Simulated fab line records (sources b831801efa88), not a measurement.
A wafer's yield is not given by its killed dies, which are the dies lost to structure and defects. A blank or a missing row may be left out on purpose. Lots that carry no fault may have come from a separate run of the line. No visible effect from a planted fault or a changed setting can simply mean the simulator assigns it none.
fab line records	flow sky130
[record] lots = 14	wafers = 42	lastDay = 50
route steps=708 shown CONTACT@406 PAD_OPEN@708
lots that met no fault: taken from a fault-free run of the same line
startH: the number of hours between the record's first day and the start of the first shown wafer of the lot	waitH: hours since the lot's step before	" same as the row above	L1.1+2: several wafers, shown together as one row	- no value present, or no start provided	* or withheld: withheld	< > ~ a bound
route shown NAME@n: names a module that has steps shown in the file, with the first one's number in the route	usual: mean and standard deviation over wafers with no fault	same: alike in all rows	chamber/n: place in a boat	sites: each site's reading	_std_site: the standard deviation of these	_edge_site: outer sites' mean less inner sites'	radiusMm: for every site, how far away it sits from the centre of the wafer	mask NAME#n: copy n	behind: tool/chamber where the wafer was last shaped	hold: the reason the lot was held/the length of the hold in hours/how it ended	device: the transistor (n, p or np) that didn't switch	end of line: the same wafers' tests at the end of the route	a step given without rows: its recipe and nothing more	killed: at the first sort, the dies lost to defects and structure; wafer yield is something else	map: shows each die of a wafer: x if killed, . if not, _ if none is there
set.NAME: the setting the step ran with; set.NAME@STEP: the setting that earlier step ran with	model.NAME: the simulator's own value behind a step, which no gauge read
one table for each step of the route and one row for each wafer, over a sample of lots
services: from which hour (startH, from the record's first day; less than 0 if before it) a tool's chamber was out of use, for how many hours, and why
[[steps]]
[step SKY_CONTACT_CVD_00]
[recipe] material = Si3N4	targetThkNm = 75	tempC = 400	timeS = withheld	rfW = 450
[usual] heaterPowerW = 713/110
lot.wafer	tool	chamber	startH	waitH	heaterPowerW
L658.3	pecvd-04	1	710.03	0.0	679
L658.4	"	2	"	"	638
L658.5	"	1	"	"	666
L659.1	pecvd-01	1	713.61	0.0	647
L659.5	"	1	"	"	646
L659.6	"	2	"	"	903
L660.3	pecvd-04	0	721.82	0.0	670
L660.4	"	1	"	"	644
L660.6	"	2	"	"	707
L661.1	pecvd-02	1	727.58	0.0	848
L661.2	"	0	"	"	675
L661.6	"	1	"	"	816
L663.3	pecvd-01	0	763.85	0.0	732
L663.5	"	0	"	"	730
L663.6	"	2	"	"	845
L665.2	pecvd-02	2	781.83	0.0	582
L665.4	"	1	"	"	849
L665.5	"	2	"	"	578
L666.1	pecvd-04	2	785.98	0.0	691
L666.2	"	1	"	"	565
L666.5	"	1	"	"	582
L667.2	pecvd-02	0	805.21	0.0	663
L667.4	"	1	"	"	936
L667.6	"	0	"	"	682
L668.1	pecvd-04	2	805.46	0.0	654
L668.2	"	0	"	"	721
L668.6	"	1	"	"	697
L672.1	pecvd-02	0	824.98	0.0	606
L672.5	"	2	"	"	526
L672.6	"	0	"	"	611
L675.3	pecvd-04	2	833.76	0.0	641
L675.5	"	0	"	"	711
L675.6	"	2	"	"	648
L677.1	pecvd-02	0	857.01	0.0	595
L677.3	"	1	"	"	891
L677.4	"	0	"	"	591
L678.2	pecvd-01	1	875.14	0.0	664
L678.4	"	0	"	"	827
L678.5	"	2	"	"	843
L679.2	pecvd-01	1	877.88	0.0	555
L679.4	"	2	"	"	888
L679.6	"	0	"	"	788
[step SKY_PAD_OPEN_PROBE_99]
[usual] killed_at_M0_to_M3 = 43/6.8	killed_at_M4_up = 3.0/1.8	killedAtContacts = 23/5.4	killedAtFrontEnd = 15/4.4	killedAtOther = 0.3/0.51	killedDies = 85/9.2	killedOpen = 47/6.8	killedShort = 39/6.8
[same] grossDies = 492	killedAtBackSide = 0
lot.wafer	tool	chamber	startH	waitH	hold	killed_at_M0_to_M3	killed_at_M4_up	killedAtContacts	killedAtFrontEnd	killedAtOther	killedDies	killedOpen	killedShort
L658.3	prober-02	-	1075.12	0.2	-	39	3	31	18	0	91	58	33
L658.4	prober-02	-	1075.17	0.2	-	39	4	25	16	0	84	45	39
L658.5	prober-02	-	1075.22	0.2	-	33	6	33	16	0	88	49	39
L659.1	prober-01	-	1080.67	0.1	-	50	5	16	22	0	93	58	35
L659.5	prober-01	-	1080.87	0.2	-	32	1	23	13	0	69	40	29
L659.6	prober-01	-	1080.92	0.2	-	47	2	26	14	0	89	46	43
L660.3	prober-02	-	1084.58	0.2	-	49	1	19	22	0	91	50	41
L660.4	prober-02	-	1084.63	0.2	-	36	2	20	21	1	80	37	43
L660.6	prober-02	-	1084.73	0.2	-	45	2	19	21	0	87	41	46
L661.1	prober-01	-	1090.32	0.1	-	46	3	18	13	0	80	47	33
L661.2	prober-01	-	1090.37	0.1	-	51	5	28	10	0	94	50	44
L661.6	prober-01	-	1090.57	0.2	-	46	3	19	10	0	78	49	29
L663.3	prober-01	-	1118.18	0.2	-	45	2	23	14	0	84	45	39
L663.5	prober-01	-	1118.28	0.2	-	39	1	17	24	0	81	43	38
L663.6	prober-01	-	1118.33	0.2	-	48	3	20	22	2	95	59	36
L665.2	prober-01	-	1130.83	0.1	-	41	2	25	13	1	82	40	42
L665.4	prober-01	-	1130.93	0.2	-	51	0	26	9	0	86	56	30
L665.5	prober-01	-	1130.98	0.2	-	33	5	28	10	0	76	46	30
L666.1	prober-02	-	1134.29	0.1	-	33	5	20	14	0	72	34	38
L666.2	prober-02	-	1134.34	0.1	-	39	2	21	10	0	72	35	37
L666.5	prober-02	-	1134.49	0.2	-	32	3	19	22	0	76	42	34
L667.2	prober-02	-	1145.97	0.1	-	44	3	26	11	0	84	48	36
L667.4	prober-02	-	1146.07	0.2	-	44	1	19	13	1	78	44	34
L667.6	prober-02	-	1146.17	0.2	-	34	5	22	12	0	73	31	42
L668.1	prober-01	-	1147.07	0.1	-	35	4	20	16	0	75	39	36
L668.2	prober-01	-	1147.12	0.1	-	44	1	30	9	1	85	52	33
L668.6	prober-01	-	1147.32	0.2	-	38	6	16	17	1	78	46	32
L672.1	prober-02	-	1162.78	0.1	awaitDispo/2.4h/release	39	2	69	17	0	127	50	37
L672.5	prober-02	-	1162.98	0.2	awaitDispo/2.4h/release	49	1	71	14	0	135	56	37
L672.6	prober-02	-	1163.03	0.2	awaitDispo/2.4h/release	30	3	44	17	0	94	34	27
L675.3	prober-01	-	1166.34	0.2	-	44	4	16	19	1	84	52	32
L675.5	prober-01	-	1166.44	0.2	-	43	2	18	13	0	76	48	28
L675.6	prober-01	-	1166.49	0.2	-	52	2	18	22	1	95	54	41
L677.1	prober-01	-	1183.36	0.1	awaitDispo/4.2h/release	49	4	63	12	0	128	47	46
L677.3	prober-01	-	1183.46	0.2	awaitDispo/4.2h/release	45	3	46	21	1	116	52	43
L677.4	prober-01	-	1183.51	0.2	awaitDispo/4.2h/release	48	5	56	10	0	119	38	45
L678.2	prober-02	-	1191.59	0.1	-	36	4	27	19	1	87	41	46
L678.4	prober-02	-	1191.69	0.2	-	42	4	19	20	0	85	50	35
L678.5	prober-02	-	1191.74	0.2	-	40	2	24	14	0	80	54	26
L679.2	prober-02	-	1197.92	0.1	-	40	5	24	12	0	81	44	37
L679.4	prober-02	-	1198.02	0.2	-	46	2	20	18	0	86	45	41
L679.6	prober-02	-	1198.12	0.2	-	36	2	26	21	0	85	46	39
// killed by level:class
L658.3 CONTACT:geometricParticle:open=13 VIA1:geometricParticle:open=12 LI_CONTACT:geometricParticle:open=9 VIA2:geometricParticle:open=6 CONTACT:geometricParticle:short=5 FIELD_ISO:geometricParticle:open=4 POLY_GATE:geometricParticle:short=4 METAL2:geometricParticle:short=4
L658.4 VIA1:geometricParticle:open=11 CONTACT:geometricParticle:open=9 LI_CONTACT:geometricParticle:open=6 FIELD_ISO:geometricParticle:short=5 FIELD_ISO:geometricParticle:open=5 CONTACT:geometricParticle:short=5 METAL1:geometricParticle:short=5 VIA3:geometricParticle:open=5
L658.5 CONTACT:geometricParticle:open=12 LI_CONTACT:geometricParticle:open=8 METAL2:geometricParticle:short=8 VIA1:geometricParticle:open=7 FIELD_ISO:geometricParticle:open=5 LOCAL_INTERCONNECT:geometricParticle:short=5 VIA3:geometricParticle:open=5 METAL4:geometricParticle:short=5
L659.1 VIA1:geometricParticle:open=15 VIA2:geometricParticle:open=9 CONTACT:geometricParticle:open=7 FIELD_ISO:geometricParticle:open=6 POLY_GATE:geometricParticle:short=6 LI_CONTACT:geometricParticle:open=6 VIA1:geometricParticle:short=5 METAL2:geometricParticle:short=5
L659.5 VIA1:geometricParticle:open=10 CONTACT:geometricParticle:open=6 CONTACT:geometricParticle:short=6 VIA3:geometricParticle:open=5 LI_CONTACT:geometricParticle:open=4 METAL2:geometricParticle:short=4 FIELD_ISO:geometricParticle:short=3 FIELD_ISO:geometricParticle:open=3
L659.6 VIA1:geometricParticle:open=10 LI_CONTACT:geometricParticle:open=9 CONTACT:geometricParticle:open=8 VIA2:geometricParticle:open=8 FIELD_ISO:geometricParticle:short=7 VIA1:geometricParticle:short=7 METAL3:geometricParticle:short=6 VIA3:geometricParticle:open=5
L660.3 CONTACT:geometricParticle:open=9 VIA2:geometricParticle:open=9 FIELD_ISO:geometricParticle:short=8 VIA1:geometricParticle:open=7 VIA3:geometricParticle:open=6 VIA2:geometricParticle:short=6 FIELD_ISO:geometricParticle:open=5 POLY_GATE:geometricParticle:short=5
L660.4 VIA1:geometricParticle:open=9 POLY_GATE:geometricParticle:open=8 LI_CONTACT:geometricParticle:short=6 FIELD_ISO:geometricParticle:short=5 METAL3:geometricParticle:short=5 POLY_GATE:geometricParticle:short=5 VIA1:geometricParticle:short=5 VIA3:geometricParticle:open=5
L660.6 FIELD_ISO:geometricParticle:open=7 CONTACT:geometricParticle:short=7 CONTACT:geometricParticle:open=7 METAL1:geometricParticle:short=7 VIA1:geometricParticle:open=7 METAL2:geometricParticle:short=7 VIA2:geometricParticle:open=6 POLY_GATE:geometricParticle:short=5
L661.1 VIA1:geometricParticle:open=16 METAL2:geometricParticle:open=6 CONTACT:geometricParticle:open=5 FIELD_ISO:geometricParticle:open=4 FIELD_ISO:geometricParticle:short=4 LI_CONTACT:geometricParticle:open=4 LOCAL_INTERCONNECT:geometricParticle:short=4 CONTACT:geometricParticle:short=4
L661.2 VIA1:geometricParticle:open=14 CONTACT:geometricParticle:open=13 VIA3:geometricParticle:open=9 METAL2:geometricParticle:short=8 VIA2:geometricParticle:open=6 LI_CONTACT:geometricParticle:open=5 METAL4:geometricParticle:short=5 CONTACT:geometricParticle:short=4
L661.6 VIA1:geometricParticle:open=11 VIA2:geometricParticle:open=7 VIA3:geometricParticle:open=7 CONTACT:geometricParticle:short=6 VIA1:geometricParticle:short=5 CONTACT:geometricParticle:open=5 LI_CONTACT:geometricParticle:open=5 VIA3:geometricParticle:short=5
L663.3 VIA1:geometricParticle:open=10 LI_CONTACT:geometricParticle:open=8 VIA2:geometricParticle:open=8 METAL1:geometricParticle:short=7 CONTACT:geometricParticle:open=6 VIA3:geometricParticle:open=5 FIELD_ISO:geometricParticle:short=4 POLY_GATE:geometricParticle:short=4
L663.5 VIA1:geometricParticle:open=11 POLY_GATE:geometricParticle:short=9 CONTACT:geometricParticle:open=7 VIA2:geometricParticle:short=5 METAL2:geometricParticle:open=4 METAL2:geometricParticle:short=4 VIA2:geometricParticle:open=4 VIA3:geometricParticle:open=4
L663.6 VIA1:geometricParticle:open=15 VIA2:geometricParticle:open=9 FIELD_ISO:geometricParticle:open=8 LI_CONTACT:geometricParticle:open=7 CONTACT:geometricParticle:open=6 VIA1:geometricParticle:short=5 VIA2:geometricParticle:short=5 VIA3:geometricParticle:open=5
L665.2 CONTACT:geometricParticle:open=10 VIA1:geometricParticle:open=10 VIA3:geometricParticle:open=6 POLY_GATE:geometricParticle:short=5 LI_CONTACT:geometricParticle:short=5 VIA2:geometricParticle:short=5 FIELD_ISO:geometricParticle:open=4 VIA1:geometricParticle:short=4
L665.4 VIA3:geometricParticle:open=14 LI_CONTACT:geometricParticle:open=10 VIA1:geometricParticle:open=8 VIA2:geometricParticle:open=7 CONTACT:geometricParticle:open=6 LOCAL_INTERCONNECT:geometricParticle:short=5 METAL2:geometricParticle:short=5 FIELD_ISO:geometricParticle:short=4
L665.5 CONTACT:geometricParticle:open=15 VIA1:geometricParticle:open=12 POLY_GATE:geometricParticle:short=5 LI_CONTACT:geometricParticle:open=5 VIA2:geometricParticle:open=5 METAL2:geometricParticle:short=4 CONTACT:geometricParticle:short=4 METAL4:geometricParticle:short=4
L666.1 CONTACT:geometricParticle:open=11 VIA1:geometricParticle:open=7 VIA1:geometricParticle:short=7 METAL1:geometricParticle:short=4 METAL2:geometricParticle:short=4 VIA2:geometricParticle:open=4 FIELD_ISO:geometricParticle:short=3 SPACER:geometricParticle:short=3
L666.2 VIA1:geometricParticle:short=7 POLY_GATE:geometricParticle:short=6 LI_CONTACT:geometricParticle:open=6 CONTACT:geometricParticle:open=6 VIA1:geometricParticle:open=6 VIA3:geometricParticle:open=6 METAL1:geometricParticle:short=4 VIA2:geometricParticle:open=4
L666.5 CONTACT:geometricParticle:open=7 VIA3:geometricParticle:open=7 SPACER:geometricParticle:short=5 POLY_GATE:geometricParticle:open=5 POLY_GATE:geometricParticle:short=5 VIA1:geometricParticle:open=5 LI_CONTACT:geometricParticle:open=4 CONTACT:geometricParticle:short=3
L667.2 LI_CONTACT:geometricParticle:open=13 METAL2:geometricParticle:short=10 VIA1:geometricParticle:open=10 CONTACT:geometricParticle:open=7 METAL1:geometricParticle:short=7 FIELD_ISO:geometricParticle:open=4 LOCAL_INTERCONNECT:geometricParticle:short=3 SPACER:geometricParticle:open=3
L667.4 VIA1:geometricParticle:open=12 CONTACT:geometricParticle:open=9 VIA1:geometricParticle:short=9 FIELD_ISO:geometricParticle:open=6 LI_CONTACT:geometricParticle:open=6 VIA2:geometricParticle:short=6 VIA2:geometricParticle:open=6 CONTACT:geometricParticle:short=4
L667.6 VIA1:geometricParticle:short=8 LI_CONTACT:geometricParticle:open=7 VIA1:geometricParticle:open=7 VIA2:geometricParticle:short=5 CONTACT:geometricParticle:short=5 CONTACT:geometricParticle:open=5 FIELD_ISO:geometricParticle:short=4 LOCAL_INTERCONNECT:geometricParticle:short=4
L668.1 METAL2:geometricParticle:short=7 CONTACT:geometricParticle:open=6 VIA2:geometricParticle:open=5 VIA3:geometricParticle:open=5 FIELD_ISO:geometricParticle:open=4 FIELD_ISO:geometricParticle:short=4 SPACER:geometricParticle:open=4 LI_CONTACT:geometricParticle:short=3
L668.2 CONTACT:geometricParticle:open=15 LI_CONTACT:geometricParticle:open=7 METAL1:geometricParticle:short=6 VIA1:geometricParticle:short=6 VIA1:geometricParticle:open=6 VIA2:geometricParticle:open=6 VIA3:geometricParticle:short=6 VIA3:geometricParticle:open=6
L668.6 VIA1:geometricParticle:open=7 VIA3:geometricParticle:open=7 LI_CONTACT:geometricParticle:open=6 VIA2:geometricParticle:open=6 METAL4:geometricParticle:short=6 FIELD_ISO:geometricParticle:open=5 METAL2:geometricParticle:short=5 POLY_GATE:geometricParticle:open=4
L672.1 CONTACT:unspecified=40 CONTACT:geometricParticle:open=13 VIA1:geometricParticle:open=12 POLY_GATE:geometricParticle:open=6 LOCAL_INTERCONNECT:geometricParticle:short=6 METAL2:geometricParticle:short=6 CONTACT:geometricParticle:short=6 FIELD_ISO:geometricParticle:open=5
L672.5 CONTACT:unspecified=42 VIA1:geometricParticle:open=13 CONTACT:geometricParticle:open=11 METAL2:geometricParticle:short=10 LI_CONTACT:geometricParticle:open=6 VIA2:geometricParticle:open=6 VIA3:geometricParticle:open=6 FIELD_ISO:geometricParticle:open=5
L672.6 CONTACT:unspecified=33 VIA1:geometricParticle:open=7 POLY_GATE:geometricParticle:short=5 LI_CONTACT:geometricParticle:open=4 FIELD_ISO:geometricParticle:open=4 VIA1:geometricParticle:short=4 VIA2:geometricParticle:open=4 LOCAL_INTERCONNECT:geometricParticle:short=3
L675.3 VIA1:geometricParticle:open=13 FIELD_ISO:geometricParticle:open=7 LI_CONTACT:geometricParticle:open=6 VIA2:geometricParticle:open=6 VIA1:geometricParticle:short=5 FIELD_ISO:geometricParticle:short=4 CONTACT:geometricParticle:open=4 METAL1:geometricParticle:short=4
L675.5 CONTACT:geometricParticle:open=11 VIA1:geometricParticle:open=7 FIELD_ISO:geometricParticle:open=6 METAL2:geometricParticle:short=6 VIA3:geometricParticle:open=6 LI_CONTACT:geometricParticle:open=5 VIA2:geometricParticle:open=5 POLY_GATE:geometricParticle:short=4
L675.6 VIA1:geometricParticle:open=12 VIA3:geometricParticle:open=8 VIA2:geometricParticle:open=7 FIELD_ISO:geometricParticle:short=6 FIELD_ISO:geometricParticle:open=6 CONTACT:geometricParticle:open=6 CONTACT:geometricParticle:short=5 VIA2:geometricParticle:short=5
L677.1 CONTACT:unspecified=35 VIA1:geometricParticle:open=12 METAL2:geometricParticle:short=11 LOCAL_INTERCONNECT:geometricParticle:short=8 CONTACT:geometricParticle:open=7 VIA3:geometricParticle:open=7 METAL3:geometricParticle:short=6 VIA2:geometricParticle:open=5
L677.3 CONTACT:unspecified=21 VIA1:geometricParticle:open=13 CONTACT:geometricParticle:open=11 LI_CONTACT:geometricParticle:open=7 METAL1:geometricParticle:short=7 VIA1:geometricParticle:short=7 METAL2:geometricParticle:short=6 FIELD_ISO:geometricParticle:short=5
L677.4 CONTACT:unspecified=36 VIA1:geometricParticle:open=9 METAL1:geometricParticle:short=9 VIA3:geometricParticle:open=7 CONTACT:geometricParticle:open=6 METAL2:geometricParticle:short=6 LI_CONTACT:geometricParticle:short=5 FIELD_ISO:geometricParticle:open=4
L678.2 CONTACT:geometricParticle:open=12 METAL2:geometricParticle:short=8 LI_CONTACT:geometricParticle:open=6 VIA1:geometricParticle:open=6 CONTACT:geometricParticle:short=5 METAL1:geometricParticle:short=5 FIELD_ISO:geometricParticle:open=4 POLY_GATE:geometricParticle:short=4
L678.4 VIA1:geometricParticle:open=13 POLY_GATE:geometricParticle:open=7 CONTACT:geometricParticle:open=7 METAL2:geometricParticle:short=6 VIA3:geometricParticle:open=6 POLY_GATE:geometricParticle:short=5 VIA2:geometricParticle:open=5 VIA1:geometricParticle:short=4
L678.5 VIA1:geometricParticle:open=12 CONTACT:geometricParticle:open=10 VIA2:geometricParticle:open=7 VIA3:geometricParticle:open=7 POLY_GATE:geometricParticle:open=5 LI_CONTACT:geometricParticle:open=5 METAL1:geometricParticle:short=5 FIELD_ISO:geometricParticle:open=3
L679.2 CONTACT:geometricParticle:open=9 VIA3:geometricParticle:open=8 LI_CONTACT:geometricParticle:open=7 VIA1:geometricParticle:open=6 METAL2:geometricParticle:short=6 POLY_GATE:geometricParticle:short=4 CONTACT:geometricParticle:short=4 VIA1:geometricParticle:short=4
L679.4 VIA1:geometricParticle:open=9 VIA3:geometricParticle:open=8 CONTACT:geometricParticle:open=8 FIELD_ISO:geometricParticle:short=7 VIA2:geometricParticle:open=6 LI_CONTACT:geometricParticle:open=6 FIELD_ISO:geometricParticle:open=4 VIA1:geometricParticle:short=4
L679.6 CONTACT:geometricParticle:open=10 FIELD_ISO:geometricParticle:open=8 VIA2:geometricParticle:open=7 CONTACT:geometricParticle:short=7 VIA1:geometricParticle:open=7 FIELD_ISO:geometricParticle:short=4 POLY_GATE:geometricParticle:short=4 POLY_GATE:geometricParticle:open=4
[[services]]
tool	chamber	startH	hours	kind
pecvd-02	0	687.35	2.1	scheduledDown
pecvd-04	-	717.76	1.6	repair
pecvd-01	0	747.87	5.5	scheduledDown
pecvd-02	0	763.14	5.5	scheduledDown
pecvd-02	0	776.83	11.1	repair
pecvd-02	2	790.19	17.4	repair
pecvd-04	0	797.71	5.5	scheduledDown
pecvd-02	1	818.12	-	clean
pecvd-02	1	818.12	-	consumableReplace:showerhead
pecvd-02	1	818.12	29.0	scheduledDown
pecvd-02	1	818.12	29.0	ventCycle
pecvd-02	-	828.40	1.2	repair
pecvd-02	2	830.46	5.5	scheduledDown
pecvd-02	2	856.47	2.1	scheduledDown
[[key]]
[firstSign] step = SKY_PAD_OPEN_PROBE_99	reading = killedAtContacts	direction = up	sigmas = 6.4	usual = 23	struck = 58
[effect] step = SKY_PAD_OPEN_PROBE_99	reading = killedDies	direction = up	sigmas = 3.8	usual = 85	struck = 120
metAt SKY_CONTACT_CVD_00
struckLots L672,L677
testerLeftOut L672,L677
onsetBetween 805.21 824.98
[fault] kind = chamberParticleSource	tool = pecvd-02	chamber = -	onsetH = 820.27	steps = SKY_CONTACT_CVD_00	ratePerVisitCm2 = 0.45607	endH = 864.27
// testerLeftOut: of these lots the tester's yield and bins aren't shown, on N5 and GAA mostly nor the transistor test; their killed dies are dies lost to structure and defects alone, not to doping, threshold or leakage, so they don't give the yield
